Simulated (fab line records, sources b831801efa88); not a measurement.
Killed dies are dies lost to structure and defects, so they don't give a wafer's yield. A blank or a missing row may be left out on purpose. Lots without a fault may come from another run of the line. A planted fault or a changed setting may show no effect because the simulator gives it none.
Chamber matching | flow sky130 | SKY_VIA1_CMP_02 on cmp-02: 4 sister chambers
The step polishes SiO2. 8 wafers are shown with their chamber, then 7 later ones without.

WAFERS WITH THEIR CHAMBER
wafer  | chamber | motor_current_A (A)
L277.5 | 2       | 13.7
L282.2 | 2       | 13.6
L283.1 | 0       | 11.7
L284.1 | 1       | 11.2
L284.4 | 3       | 14.0
L284.6 | 3       | 13.1
L287.1 | 0       | 11.3
L287.2 | 1       | 12.0

WAFERS WITHOUT THEIR CHAMBER
wafer  | motor_current_A (A)
L287.3 | 13.8
L290.1 | 13.7
L290.5 | 13.4
L290.6 | 11.7
L295.1 | 14.3
L295.5 | 13.7
L295.6 | 13.8

WHICH CHAMBER EACH WENT THROUGH
wafer  | from the rows above     | in truth
L287.3 | can't be placed: 2 or 3 | 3
L290.1 | can't be placed: 2 or 3 | 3
L290.5 | can't be placed: 3 or 2 | 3
L290.6 | can't be placed: 1 or 0 | 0
L295.1 | can't be placed: 2 or 3 | 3
L295.5 | can't be placed: 2 or 3 | 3
L295.6 | can't be placed: 2 or 3 | 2
Placed correctly: 0 of 7. Can't be placed from these rows: 7 (the true chamber is among the candidates in 7). Placed wrongly: 0.
How it was worked out, from the rows above alone: a wafer's distance from a chamber is the root of the sum, over the readings, of the square of ((its reading less the chamber's mean) divided by the reading's scatter). The wafer belongs to the nearest chamber; if the next one is less than 2 further off, it can't be placed. A chamber's mean is the mean of its shown wafers. The scatter: the root of (the sum of the squares of (reading less its chamber's mean) over the shown wafers, divided by (wafers less chambers)).
